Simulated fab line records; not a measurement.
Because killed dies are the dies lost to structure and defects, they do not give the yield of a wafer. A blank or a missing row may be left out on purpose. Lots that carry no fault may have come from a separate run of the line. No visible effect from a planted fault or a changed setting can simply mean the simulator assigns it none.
fab line records -- flow sky130
record: lots: 13, wafers: 39, lastDay: 50
route steps=708 shown METAL3@535 CAP2M@603 VIA4@659 METAL5@667 PAD_OPEN@708
lots untouched by any fault: they come from a run of this same line in which no faults occurred
startH: the number of hours between the record's first day and the start of the first shown wafer of the lot -- waitH: time in hours since the lot's previous step -- " as in the row above -- L1.1+2: several wafers, shown together as one row -- - no value, or no start given -- * or withheld: withheld -- < > ~ a bound
route shown NAME@n: a module of which the file shows steps, and the number in the route of the first -- usual: the fault-free wafers' mean and standard deviation -- same: alike in all rows -- chamber/n: place in a boat -- sites: each site's reading -- _std_site: the values' standard deviation -- _edge_site: the outer-site mean with the inner-site mean subtracted -- radiusMm: how far each site lies from the wafer's centre -- mask NAME#n: copy n -- behind: the last tool/chamber to shape the wafer -- hold: reason for holding the lot/hours on hold/outcome of the hold -- device: names the non-switching transistor (n, p or np) -- end of line: the same wafers' tests at the end of the route -- where a step has no rows: the recipe by itself -- killed: count of dies lost to structure and defects at first sort (not the wafer's yield) -- map: shows each die of a wafer: x if killed, . if not, _ if none is there
set.NAME: setting as actually run; set.NAME@STEP: the setting as run at that earlier step -- model.NAME: the simulator's own value behind a step, which no gauge read
one table for each step of the route and one row for each wafer, over a sample of lots
services: a tool's chamber out of use, with start hour (startH, from the record's first day; less than 0 if before it), hours out, and reason
== steps ==
step: SKY_METAL3_SPUTTER_03
recipe: material: Ti, targetThkNm: 5, powerW: 3000, timeS: 3.3, chamberPressurePa: 0.4
usual: throttleValvePct: 29.9/1.4
lot.wafer,tool,chamber,startH,waitH,throttleValvePct
L716.1,pvdSputter-01,-,867.88,0.0,30.1
L716.2,pvdSputter-01,-,867.88,0.0,30.0
L716.6,pvdSputter-01,-,867.88,0.0,30.0
L717.1,pvdSputter-01,-,880.76,0.0,30.3
L717.3,pvdSputter-01,-,880.76,0.0,27.4
L717.6,pvdSputter-01,-,880.76,0.0,28.2
L718.2,pvdSputter-04,-,885.31,0.0,30.6
L718.3,pvdSputter-04,-,885.31,0.0,29.3
L718.6,pvdSputter-04,-,885.31,0.0,29.4
L720.1,pvdSputter-01,-,911.35,0.0,30.3
L720.2,pvdSputter-01,-,911.35,0.0,27.8
L720.6,pvdSputter-01,-,911.35,0.0,27.7
L721.1,pvdSputter-01,-,916.39,0.0,28.5
L721.4,pvdSputter-01,-,916.39,0.0,30.2
L721.6,pvdSputter-01,-,916.39,0.0,30.2
L722.1,pvdSputter-02,-,921.59,0.0,29.8
L722.3,pvdSputter-02,-,921.59,0.0,31.0
L722.5,pvdSputter-02,-,921.59,0.0,29.4
L723.1,pvdSputter-01,-,925.05,0.0,30.1
L723.4,pvdSputter-01,-,925.05,0.0,27.7
L723.5,pvdSputter-01,-,925.05,0.0,28.2
L727.3,pvdSputter-01,-,948.06,0.0,27.9
L727.4,pvdSputter-01,-,948.06,0.0,30.1
L727.6,pvdSputter-01,-,948.06,0.0,30.2
L730.1,pvdSputter-01,-,968.58,0.0,27.6
L730.2,pvdSputter-01,-,968.58,0.0,28.3
L730.3,pvdSputter-01,-,968.58,0.0,30.3
L733.1,pvdSputter-01,-,984.21,0.0,28.6
L733.4,pvdSputter-01,-,984.21,0.0,27.8
L733.5,pvdSputter-01,-,984.21,0.0,30.2
L735.1,pvdSputter-02,-,998.18,0.0,29.9
L735.2,pvdSputter-02,-,998.18,0.0,29.8
L735.4,pvdSputter-02,-,998.18,0.0,29.8
L737.3,pvdSputter-02,-,1007.99,0.0,30.0
L737.4,pvdSputter-02,-,1007.99,0.0,29.7
L737.5,pvdSputter-02,-,1007.99,0.0,30.1
L738.1,pvdSputter-04,-,1016.70,0.0,29.6
L738.2,pvdSputter-04,-,1016.70,0.0,32.7
L738.4,pvdSputter-04,-,1016.70,0.0,29.8
step: SKY_CAP2M_CVD_00
recipe: material: SiO2, targetThkNm: 15.5, tempC: 400, timeS: withheld, rfW: 450
usual: heaterPowerW: 697/75
lot.wafer,tool,chamber,startH,waitH,heaterPowerW
L716.1,pecvd-02,0,949.66,0.0,717
L716.2,pecvd-02,2,949.66,0.0,674
L716.6,pecvd-02,2,949.66,0.0,672
L717.1,pecvd-04,2,961.41,0.0,784
L717.3,pecvd-04,1,961.41,0.0,723
L717.6,pecvd-04,2,961.41,0.0,621
L718.2,pecvd-01,0,965.66,0.0,678
L718.3,pecvd-01,1,965.66,0.0,686
L718.6,pecvd-01,1,965.66,0.0,702
L720.1,pecvd-04,2,990.79,0.0,766
L720.2,pecvd-04,0,990.79,0.0,830
L720.6,pecvd-04,1,990.79,0.0,770
L721.1,pecvd-04,1,995.77,0.0,658
L721.4,pecvd-04,2,995.77,0.0,749
L721.6,pecvd-04,1,995.77,0.0,641
L722.1,pecvd-04,2,1000.94,0.0,641
L722.3,pecvd-04,2,1000.94,0.0,658
L722.5,pecvd-04,2,1000.94,0.0,654
L723.1,pecvd-04,2,1002.55,0.0,671
L723.4,pecvd-04,0,1002.55,0.0,693
L723.5,pecvd-04,0,1002.55,0.0,696
L727.3,pecvd-01,1,1026.52,0.0,645
L727.4,pecvd-01,0,1026.52,0.0,767
L727.6,pecvd-01,1,1026.52,0.0,628
L730.1,pecvd-02,0,1045.78,0.0,669
L730.2,pecvd-02,1,1045.78,0.0,657
L730.3,pecvd-02,2,1045.78,0.0,754
L733.1,pecvd-01,2,1058.22,0.0,500
L733.4,pecvd-01,2,1058.22,0.0,510
L733.5,pecvd-01,1,1058.22,0.0,729
L735.1,pecvd-04,1,1073.34,0.0,668
L735.2,pecvd-04,2,1073.34,0.0,736
L735.4,pecvd-04,1,1073.34,0.0,648
L737.3,pecvd-02,1,1079.89,0.0,739
L737.4,pecvd-02,0,1079.89,0.0,658
L737.5,pecvd-02,2,1079.89,0.0,695
L738.1,pecvd-04,1,1089.58,0.0,648
L738.2,pecvd-04,0,1089.58,0.0,805
L738.4,pecvd-04,2,1089.58,0.0,666
step: SKY_VIA4_THK_MEAS_20
recipe: thkMeasGauge: xrf, reads: W_of_VIA4_CVD_18
usual: VIA4_W_THK: 509/7.3
lot.wafer,tool,chamber,startH,waitH,VIA4_W_THK[nm]
L716.1,filmMetro-01,-,1025.77,0.1,519
L716.2,filmMetro-01,-,1025.77,0.1,501
L716.6,filmMetro-01,-,1025.77,0.1,512
L717.1,filmMetro-03,-,1037.26,0.1,494
L717.3,filmMetro-03,-,1037.26,0.1,502
L717.6,filmMetro-03,-,1037.26,0.1,506
L718.2,filmMetro-01,-,1041.86,0.1,511
L718.3,filmMetro-01,-,1041.86,0.1,500
L718.6,filmMetro-01,-,1041.86,0.1,498
L720.1,filmMetro-02,-,1064.20,0.1,510
L720.2,filmMetro-02,-,1064.20,0.1,517
L720.6,filmMetro-02,-,1064.20,0.1,520
L721.1,filmMetro-01,-,1068.29,0.1,525
L721.4,filmMetro-01,-,1068.29,0.1,521
L721.6,filmMetro-01,-,1068.29,0.1,523
L722.1,filmMetro-03,-,1074.44,0.1,506
L722.3,filmMetro-03,-,1074.44,0.1,512
L722.5,filmMetro-03,-,1074.44,0.1,506
L723.1,filmMetro-02,-,1076.00,0.1,509
L723.4,filmMetro-02,-,1076.00,0.1,510
L723.5,filmMetro-02,-,1076.00,0.1,507
L727.3,filmMetro-01,-,1098.04,0.1,514
L727.4,filmMetro-01,-,1098.04,0.1,503
L727.6,filmMetro-01,-,1098.04,0.1,507
L730.1,filmMetro-03,-,1115.31,0.1,514
L730.2,filmMetro-03,-,1115.31,0.1,522
L730.3,filmMetro-03,-,1115.31,0.1,521
L733.1,filmMetro-01,-,1125.53,0.1,516
L733.4,filmMetro-01,-,1125.53,0.1,511
L733.5,filmMetro-01,-,1125.53,0.1,509
L735.1,filmMetro-03,-,1139.18,0.1,520
L735.2,filmMetro-03,-,1139.18,0.1,512
L735.4,filmMetro-03,-,1139.18,0.1,506
L737.3,filmMetro-03,-,1144.77,0.1,509
L737.4,filmMetro-03,-,1144.77,0.1,516
L737.5,filmMetro-03,-,1144.77,0.1,521
L738.1,filmMetro-01,-,1153.47,0.1,513
L738.2,filmMetro-01,-,1153.47,0.1,515
L738.4,filmMetro-01,-,1153.47,0.1,515
step: SKY_METAL5_THK_MEAS_06
recipe: thkMeasGauge: xrf, reads: AlCu_of_METAL5_SPUTTER_02
usual: METAL5_ALCU_THK: 1155/13
lot.wafer,tool,chamber,startH,waitH,METAL5_ALCU_THK[nm]
L716.1,filmMetro-03,-,1026.67,0.1,1165
L716.2,filmMetro-03,-,1026.67,0.1,1162
L716.6,filmMetro-03,-,1026.67,0.1,1145
L717.1,filmMetro-04,-,1037.91,0.1,1152
L717.3,filmMetro-04,-,1037.91,0.1,1165
L717.6,filmMetro-04,-,1037.91,0.1,1158
L718.2,filmMetro-03,-,1042.70,0.1,1167
L718.3,filmMetro-03,-,1042.70,0.1,1167
L718.6,filmMetro-03,-,1042.70,0.1,1169
L720.1,filmMetro-03,-,1064.88,0.1,1157
L720.2,filmMetro-03,-,1064.88,0.1,1152
L720.6,filmMetro-03,-,1064.88,0.1,1157
L721.1,filmMetro-03,-,1069.05,0.1,1160
L721.4,filmMetro-03,-,1069.05,0.1,1172
L721.6,filmMetro-03,-,1069.05,0.1,1149
L722.1,filmMetro-04,-,1075.20,0.1,1168
L722.3,filmMetro-04,-,1075.20,0.1,1169
L722.5,filmMetro-04,-,1075.20,0.1,1159
L723.1,filmMetro-01,-,1076.65,0.1,1149
L723.4,filmMetro-01,-,1076.65,0.1,1156
L723.5,filmMetro-01,-,1076.65,0.1,1157
L727.3,filmMetro-03,-,1098.70,0.1,1176
L727.4,filmMetro-03,-,1098.70,0.1,1162
L727.6,filmMetro-03,-,1098.70,0.1,1173
L730.1,filmMetro-01,-,1115.96,0.1,1146
L730.2,filmMetro-01,-,1115.96,0.1,1142
L730.3,filmMetro-01,-,1115.96,0.1,1143
L733.1,filmMetro-01,-,1126.17,0.1,1162
L733.4,filmMetro-01,-,1126.17,0.1,1168
L733.5,filmMetro-01,-,1126.17,0.1,1163
L735.1,filmMetro-04,-,1139.83,0.1,1146
L735.2,filmMetro-04,-,1139.83,0.1,1164
L735.4,filmMetro-04,-,1139.83,0.1,1158
L737.3,filmMetro-03,-,1145.42,0.1,1131
L737.4,filmMetro-03,-,1145.42,0.1,1142
L737.5,filmMetro-03,-,1145.42,0.1,1137
L738.1,filmMetro-03,-,1154.11,0.1,1146
L738.2,filmMetro-03,-,1154.11,0.1,1156
L738.4,filmMetro-03,-,1154.11,0.1,1174
step: SKY_PAD_OPEN_PROBE_99
usual: defectLimitedYield: 82.6/2, killed_at_M0_to_M3: 42/6.7, killed_at_M4_up: 3.0/1.9, killedAtContacts: 24/5.3, killedAtFrontEnd: 16/4.3, killedAtOther: 0.4/0.71, killedDies: 85/9.6, killedOpen: 46/6.5, killedShort: 39/6.7, sort_bin_3_pad_short: 0.9/0.46, sort_bin_5_function: 10.3/1.3, sort_bin_6_memory: 6.2/1.1, sortNPass: 407/9.6, sortYieldPct: 82.6/2
same: grossDies: 492, killedAtBackSide: 0, sort_bin_4_leakage[%]: 0, sort_bin_8_speed[%]: 0
lot.wafer,tool,chamber,startH,waitH,defectLimitedYield[%],killed_at_M0_to_M3,killed_at_M4_up,killedAtContacts,killedAtFrontEnd,killedAtOther,killedDies,killedOpen,killedShort,sort_bin_3_pad_short[%],sort_bin_5_function[%],sort_bin_6_memory[%],sortNPass,sortYieldPct[%]
L727.3,prober-01,-,1162.91,0.2,79.7,44,7,29,20,0,100,58,42,0.8,13.6,5.9,392,79.7
L727.6,prober-01,-,1163.06,0.2,82.3,49,5,23,10,0,87,41,46,1.2,10.2,6.3,405,82.3
L730.1,prober-01,-,1176.67,0.1,69.5,111,2,25,12,0,150,54,31,6.5,15.4,8.5,342,69.5
L730.2,prober-01,-,1176.72,0.1,70.7,113,3,21,7,0,144,44,31,5.3,17.3,6.7,348,70.7
L730.3,prober-01,-,1176.77,0.2,68.3,114,4,26,12,0,156,39,39,4.7,20.3,6.7,336,68.3
L733.1,prober-01,-,1185.68,0.1,69.5,108,5,22,15,0,150,43,34,5.3,16.1,9.1,342,69.5
L733.4,prober-01,-,1185.83,0.2,69.1,108,4,22,18,0,152,52,30,4.3,18.9,7.7,340,69.1
L733.5,prober-01,-,1185.88,0.2,71.1,105,1,17,19,0,142,48,26,4.9,17.5,6.5,350,71.1
killed by level:class
L727.3 LI_CONTACT:geometricParticle:open=11 VIA1:geometricParticle:open=10 CONTACT:geometricParticle:open=9 VIA3:geometricParticle:open=8 VIA1:geometricParticle:short=7 POLY_GATE:geometricParticle:short=6 CONTACT:geometricParticle:short=5 VIA2:geometricParticle:open=5
L727.6 VIA1:geometricParticle:open=11 METAL1:geometricParticle:short=10 CONTACT:geometricParticle:open=8 CONTACT:geometricParticle:short=6 VIA1:geometricParticle:short=6 VIA2:geometricParticle:open=6 LI_CONTACT:geometricParticle:open=5 METAL2:geometricParticle:short=5
L730.1 METAL3:unspecified=65 CONTACT:geometricParticle:open=15 VIA1:geometricParticle:short=11 VIA1:geometricParticle:open=9 VIA2:geometricParticle:open=7 POLY_GATE:geometricParticle:open=5 VIA3:geometricParticle:open=5 LI_CONTACT:geometricParticle:open=4
L730.2 METAL3:unspecified=69 VIA1:geometricParticle:open=11 CONTACT:geometricParticle:open=8 VIA3:geometricParticle:open=8 LI_CONTACT:geometricParticle:open=7 METAL1:geometricParticle:short=7 METAL2:geometricParticle:short=6 VIA3:geometricParticle:short=5
L730.3 METAL3:unspecified=77 CONTACT:geometricParticle:open=8 LI_CONTACT:geometricParticle:open=7 LOCAL_INTERCONNECT:geometricParticle:short=6 METAL1:geometricParticle:short=6 VIA3:geometricParticle:open=6 VIA1:geometricParticle:open=5 VIA2:geometricParticle:open=5
L733.1 METAL3:unspecified=73 CONTACT:geometricParticle:open=12 VIA3:geometricParticle:open=8 METAL2:geometricParticle:short=7 POLY_GATE:geometricParticle:open=5 CONTACT:geometricParticle:short=5 METAL1:geometricParticle:short=5 LI_CONTACT:geometricParticle:open=4
L733.4 METAL3:unspecified=70 VIA1:geometricParticle:open=12 FIELD_ISO:geometricParticle:open=9 LI_CONTACT:geometricParticle:open=7 VIA3:geometricParticle:open=6 CONTACT:geometricParticle:open=6 METAL2:geometricParticle:short=6 VIA2:geometricParticle:open=5
L733.5 METAL3:unspecified=65 VIA1:geometricParticle:open=11 VIA3:geometricParticle:open=8 FIELD_ISO:geometricParticle:open=7 CONTACT:geometricParticle:open=7 VIA1:geometricParticle:short=6 METAL3:geometricParticle:short=5 VIA2:geometricParticle:open=5
== services ==
tool,chamber,startH,hours,kind
pecvd-04,-,849.20,3.7,repair
pecvd-04,2,849.25,1.7,repair
pvdSputter-01,0,853.66,-,consumableReplace:kit
pvdSputter-01,0,853.66,18.0,scheduledDown
pvdSputter-01,0,853.66,18.0,ventCycle
pecvd-01,-,877.71,0.7,repair
pecvd-04,0,882.49,4.0,repair
pvdSputter-01,-,884.99,2.0,repair
pvdSputter-02,-,887.82,1.0,repair
pecvd-02,1,905.11,10.5,repair
pecvd-01,-,906.46,6.0,pm
pvdSputter-04,-,918.84,2.8,repair
pecvd-01,1,935.62,10.8,repair
pecvd-04,-,946.78,3.5,repair
pvdSputter-01,-,964.91,0.7,repair
pvdSputter-01,3,973.23,-,consumableReplace:kit
pvdSputter-01,3,973.23,18.0,scheduledDown
pvdSputter-01,3,973.23,18.0,ventCycle
pecvd-02,-,978.25,0.3,repair
pvdSputter-01,-,994.16,3.2,repair
pvdSputter-01,2,1076.53,-,consumableReplace:kit
pvdSputter-01,2,1076.53,18.0,scheduledDown
pecvd-02,-,1082.56,6.0,pm
pvdSputter-01,-,1082.95,1.1,repair
== key ==
firstSign: step: SKY_PAD_OPEN_PROBE_99, reading: killed_at_M0_to_M3, direction: up, sigmas: 10, usual: 42, struck: 110
effect: step: SKY_PAD_OPEN_PROBE_99, reading: sort_bin_3_pad_short, direction: up, sigmas: 9.2, usual: 0.9, struck: 5.1
metAt SKY_METAL3_SPUTTER_03
struckLots L730,L733
notActingAt SKY_CAP2M_CVD_00,SKY_VIA4_THK_MEAS_20,SKY_METAL5_THK_MEAS_06
onsetBetween 948.06 968.58
fault: kind: chamberParticleSource, tool: pvdSputter-01, chamber: -, onsetH: 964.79, steps: SKY_METAL3_SPUTTER_03, ratePerVisitCm2: 2.0828, endH: 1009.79
